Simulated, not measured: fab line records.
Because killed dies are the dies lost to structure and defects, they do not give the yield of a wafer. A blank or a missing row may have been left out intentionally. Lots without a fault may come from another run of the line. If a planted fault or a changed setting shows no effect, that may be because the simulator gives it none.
A lot that was struck, set against a sound lot + flow gf180mcu + 15 out of 602 route steps
Sound: the wafers L868.1, L868.2, L868.3. Struck: wafers L869.1, L869.2, L869.3. The cause is given at the end.
At each step with rows: each side's tool, then ch and its chambers, then its first start. Under that, the readings that differ: sound wafers + struck wafers + difference of the means + sigmas: that difference in standard deviations of wafers without a fault.
alike: a reading whose means differ by less than 2 such deviations, as well as words and numbers matching on both sides. not compared: withheld readings; readings where some wafer has no value; bounds like >300 that might hide an equal value; numbers whose values overlap and for which the record gives no deviation.
The two part at a step that has a row with sigmas, a row that says differs or no value, or rows on one side only. Non-overlapping numbers with no deviation appear without sigmas and do not part them. Lack of a reading on every wafer of one side parts them only where that side has two or more wafers.

first, 1 step without rows for these wafers: GF_SAB_DEVELOP_08 (develop time 60 s).
GF_SAB_CD_MEAS_09 targets a cd of 420 nm.
  sound on cdSem-02 at day 18 09:36; struck on cdSem-01 at day 19 02:21
  alike: cdNm
GF_SAB_OVL_MEAS_10:
  sound on overlay-02 at day 18 09:43; struck on overlay-01 at day 19 02:28
  alike: SAB_OVL
GF_SAB_ETCH_11: etches SiO2 in C4F8/O2/Ar, target depth 55 nm, time 8.5 s.
  sound on rieDiel-02 ch 0,1,2, day 18 09:46; struck on rieDiel-02 ch 1,2,3, day 19 02:31
  alike: chamberPressureMTorr, oesProductAu, rfFwdPowerW
  not compared: rfHoursCounterH
then, 1 step without rows for these wafers: GF_SAB_WET_ETCH_12 (etches SiO2 in dHF, target depth 22 nm, time 440 s).
GF_SAB_STRIP_13: strips in O2/N2.
  sound on plasmaAsher-04 ch 0,1, day 18 09:55; struck on plasmaAsher-04 ch 0,1, day 19 02:40
  alike: chamberPressureMTorr, drypumpMotorCurrentA, heaterPowerW, oesProductAu, stripTimeToEndpointS
  not compared: rfHoursCounterH
then, 2 steps without rows for these wafers: GF_SALICIDE_CLEAN_00 (cleans in SC1/SC2, time 150 s); GF_SALICIDE_WET_ETCH_01 (etches SiO2 in dHF, target depth 5 nm, time 100 s).
GF_SALICIDE_SPUTTER_02: material Co, target thk 10 nm, time 20 s.
  sound on pvdSputter-01 at day 18 10:06; struck on pvdSputter-02 at day 19 02:51
  alike: cathodeDcPowerW, throttleValvePct
GF_SALICIDE_SPUTTER_03: material TiN, target thk 20 nm, time 16.7 s.
  sound on pvdSputter-01 at day 18 10:07; struck on pvdSputter-02 at day 19 02:52
  alike: cathodeDcPowerW, throttleValvePct
GF_SALICIDE_RS_MEAS_04: measurement is done with a four-point probe.
  sound on filmMetro-01 at day 18 10:11; struck on filmMetro-03 at day 19 02:54
  alike: SALICIDE_TIN_RS
GF_SALICIDE_THK_MEAS_05: measures by xrf.
  sound on filmMetro-01 at day 18 10:19; struck on filmMetro-03 at day 19 03:01
| reading               | sound             | struck            | difference | sigmas |
|-----------------------|-------------------|-------------------|------------|--------|
| SALICIDE_TIN_THK (nm) | 19.41 19.68 19.33 | 20.33 20.23 20.19 | +0.78      | +3     |
GF_SALICIDE_RTA_06: time 30 s.
  sound on rtpAnneal-02 ch 0, day 18 10:22; struck on rtpAnneal-02, day 19 03:05
  no value came back on the struck wafers for annealTempCMax, chamberO2Ppm, lampPowerPct (%), wafer_temp_C_max; on the sound wafers annealTempCMax reads 531.7 531.5 531.2
then, 1 step without rows for these wafers: GF_SALICIDE_WET_ETCH_07 (etches the open film in SPM, target depth 120 nm).
-- the record jumps here: 13 days lie between the struck wafers' starts before and after (it left off in module SALICIDE and takes up again in module PASSIVATION, whose first step shown is number 602 of the route) --
GF_PASSIVATION_PROBE_99:
  sound on prober-02 at day 31 18:26; struck on prober-01 at day 32 07:26
| reading                        | sound             | struck            | difference | sigmas |
|--------------------------------|-------------------|-------------------|------------|--------|
| model.etest.ppolySal.lineOhmUm | 28.23 28.35 28.48 | 1315 1277 1255    | +1254      |        |
| model.etest.npolySal.lineOhmUm | 27.95 29.09 28.83 | 1201 1186 1154    | +1152      |        |
| model.etest.pplusSal.lineOhmUm | 35.07 34.58 34.94 | 845.8 837.5 845.7 | +808.1     |        |
| model.etest.ppolySal.rsOhmSq   | 7.257 7.349 7.386 | 369 362.7 353.2   | +354       |        |
| model.etest.npolySal.rsOhmSq   | 7.294 7.352 7.357 | 337.8 338.1 328.1 | +327.3     |        |
| model.etest.ppolyU.endOhm      | 29.37 30.44 32.42 | 286.4 282.2 285.5 | +254.0     |        |
| model.etest.nplusSal.lineOhmUm | 31.82 30.89 31.66 | 270.4 273.3 273.1 | +240.8     |        |
| model.etest.contactPoly.rcOhm  | 6.129 5.846 6.13  | 239.4 236.2 238.8 | +232.1     |        |

WHERE THEY PART
Earliest at GF_SALICIDE_THK_MEAS_05; latest, in this record, at GF_SALICIDE_RTA_06.

WHY: the cause the simulator had injected
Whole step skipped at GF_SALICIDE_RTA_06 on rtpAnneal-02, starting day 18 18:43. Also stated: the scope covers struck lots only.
